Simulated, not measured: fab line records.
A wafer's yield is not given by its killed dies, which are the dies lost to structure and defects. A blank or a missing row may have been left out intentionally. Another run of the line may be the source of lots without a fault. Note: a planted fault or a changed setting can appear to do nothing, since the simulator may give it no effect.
Which tool did it?	flow sky130	42 wafers from 14 lots sampled at 3 of the route's 708 steps

WHAT THE GAUGES SHOWED, per wafer
Not one reading of a measure or inspect step in the record can be checked against a usual standard deviation.

WHICH TOOL RAN EACH LOT (tool, then ch and the chambers of the sampled wafers, then the start)
lot	SKY_CAP2M_COAT_07	SKY_CAP2M_STRIP_14	SKY_PAD_OPEN_PROBE_99
L309	litho_track-01 ch 0, day 40 02:50	plasma_asher-04 ch 0,1, day 40 13:58	-
L311	litho_track-03 ch 0, day 40 09:10	plasma_asher-02 ch 0,1, day 40 21:43	-
L310	litho_track-02 ch 0, day 40 20:04	plasma_asher-01 ch 0,1, day 41 08:19	-
L312	litho_track-03 ch 0, day 40 23:19	plasma_asher-02 ch 0,1, day 41 10:34	-
L316	litho_track-01 ch 0, day 42 08:10	plasma_asher-04 ch 0,1, day 42 19:41	prober-02, day 47 13:26
L320	litho_track-03 ch 0, day 45 11:39	plasma_asher-01 ch 0,1, day 45 23:37	-
L321	litho_track-03 ch 0, day 45 14:05	plasma_asher-04 ch 0,1, day 46 01:41	-
L322	litho_track-02 ch 0, day 45 14:25	plasma_asher-04 ch 0,1, day 46 01:58	prober-01, day 50 08:37
L325	litho_track-01 ch 0, day 45 15:29	plasma_asher-02 ch 0,1, day 46 02:31	prober-02, day 50 09:50
L324	litho_track-02 ch 0, day 45 17:04	plasma_asher-04 ch 0,1, day 46 03:41	prober-01, day 50 10:14
L323	litho_track-02 ch 0, day 45 18:02	plasma_asher-04 ch 0,1, day 46 04:38	prober-02, day 50 11:26
L328	litho_track-02 ch 0, day 45 18:37	plasma_asher-01 ch 0,1, day 46 04:58	-
L326	litho_track-02 ch 0, day 45 19:35	plasma_asher-01 ch 0,1, day 46 05:35	-
L329	litho_track-02 ch 0, day 45 20:11	plasma_asher-01 ch 0,1, day 46 05:53	-
- SKY_CAP2M_COAT_07: resist thk 1140 nm.
- SKY_CAP2M_STRIP_14: strips in O2/N2.
- SKY_PAD_OPEN_PROBE_99

AS READ BY THE TOOLS THEMSELVES (means over the sampled wafers that have a number; for cases with no such wafer, the mark the record gives instead)
SKY_CAP2M_COAT_07. Usual: spin_speed_rpm 2999.9 rpm, standard deviation 2.1.
lot	tool	spin_speed_rpm (rpm)	flag
L309	litho_track-01	2996.0	
L311	litho_track-03	3002.3	
L310	litho_track-02	3000.8	
L312	litho_track-03	3001.2	
L316	litho_track-01	2999.2	
L320	litho_track-03	2898.5	OFF
L321	litho_track-03	2898.3	OFF
L322	litho_track-02	3000.0	
L325	litho_track-01	3000.3	
L324	litho_track-02	2998.5	
L323	litho_track-02	2998.5	
L328	litho_track-02	2999.8	
L326	litho_track-02	2999.4	
L329	litho_track-02	2997.6	

SKY_CAP2M_STRIP_14. Usual: drypump_motor_current_A 5.7 A, standard deviation 0.42; n2_flow_sccm 300.0 sccm, standard deviation 0.83; oes_product_au 0.710 a.u., standard deviation 0.0043; strip_time_to_endpoint_s 12.68 s, standard deviation 0.037.
lot	tool	drypump_motor_current_A (A)	n2_flow_sccm (sccm)	oes_product_au (a.u.)	strip_time_to_endpoint_s (s)	flag
L309	plasma_asher-04	5.5	300.7	0.711	12.70	
L311	plasma_asher-02	5.9	299.7	0.712	12.65	
L310	plasma_asher-01	6.2	299.9	0.712	12.71	
L312	plasma_asher-02	5.9	299.6	0.710	12.67	
L316	plasma_asher-04	5.5	300.2	0.709	12.65	
L320	plasma_asher-01	6.2	300.7	0.709	12.88	OFF
L321	plasma_asher-04	5.6	299.7	0.708	12.87	OFF
L322	plasma_asher-04	5.5	300.7	0.708	12.64	
L325	plasma_asher-02	5.9	300.7	0.714	12.71	
L324	plasma_asher-04	5.5	299.7	0.709	12.70	
L323	plasma_asher-04	5.5	299.8	0.713	12.68	
L328	plasma_asher-01	6.2	299.7	0.712	12.68	
L326	plasma_asher-01	5.7	299.6	0.711	12.69	
L329	plasma_asher-01	5.7	300.7	0.712	12.64	

SKY_PAD_OPEN_PROBE_99. Usual: defect_limited_yield 82.3 %, standard deviation 2; killed_at_M0_to_M3 44, standard deviation 7.9; killed_at_M4_up 3.1, standard deviation 1.9; killed_at_contacts 24, standard deviation 4.6; killed_at_front_end 16, standard deviation 4.9; killed_at_other 0.3, standard deviation 0.6; killed_dies 87, standard deviation 9.7; killed_open 48, standard deviation 7.2; killed_short 39, standard deviation 5.6; sort_bin_3_pad_short 0.8 %, standard deviation 0.47; sort_bin_5_function 10.4 %, standard deviation 1.5; sort_bin_6_memory 6.5 %, standard deviation 1.1; sort_n_pass 405, standard deviation 9.7; sort_yield_pct 82.3 %, standard deviation 2.
lot	tool	defect_limited_yield (%)	killed_at_M0_to_M3	killed_at_M4_up	killed_at_contacts	killed_at_front_end	killed_at_other	killed_dies	killed_open	killed_short	sort_bin_3_pad_short (%)	sort_bin_5_function (%)	sort_bin_6_memory (%)	sort_n_pass	sort_yield_pct (%)	flag
L316	prober-02	84.1	33	2.3	23	19	0.0	78	43	35	0.7	9.1	6.1	414	84.1	
L322	prober-01	81.8	40	2.3	24	22	0.7	89	51	38	0.8	9.8	7.6	403	81.8	
L325	prober-02	82.0	44	2.0	26	16	0.3	89	47	42	1.0	10.7	6.3	403	82.0	
L324	prober-01	82.8	44	3.3	21	16	0.0	85	46	39	0.7	10.7	5.8	407	82.8	
L323	prober-02	84.3	36	3.3	19	19	0.0	77	42	34	0.6	8.8	6.2	415	84.3	

THE ANSWER, worked out from the rows above alone
Rule: a lot is off if the mean of its wafers that have a number lies more than 3 standard deviations from the usual mean. A lot without any number at a reading at which 4 lots or more have one is off too. Where the step has rows for the other lots, those lots are counted as sound. The gauges are gone through in route order, then the tools' own readings, and for those a lot's mean is taken as printed above. At the first step where some lot is off, the reading lying furthest off is the one used; lots without a number count as furthest.
Off: L320, L321 (SKY_CAP2M_COAT_07, spin_speed_rpm).
A tool fits if, at that step or a process step before it, it ran every lot that is off, and no sound lot after the first of them. One fits: litho_track-03 at SKY_CAP2M_COAT_07. Its last sound lot is L312 (day 40 23:19), its first lot that is off L320 (day 45 11:39): a fault that began between those two fits.
On the lots that are off, the tool's own readings at SKY_CAP2M_COAT_07 differ by more than 5 times the standard deviation of the sound lots' means, which bears it out; spin_speed_rpm reads 2898.4 rpm there versus 2999.5 rpm on the sound lots.

WHAT THE SIMULATOR HAD PUT IN
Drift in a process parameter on litho_track-03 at SKY_CAP2M_COAT_07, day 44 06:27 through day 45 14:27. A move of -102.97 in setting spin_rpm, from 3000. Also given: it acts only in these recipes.
Struck lots among those shown: L320, L321. The rule above reached the same finding.
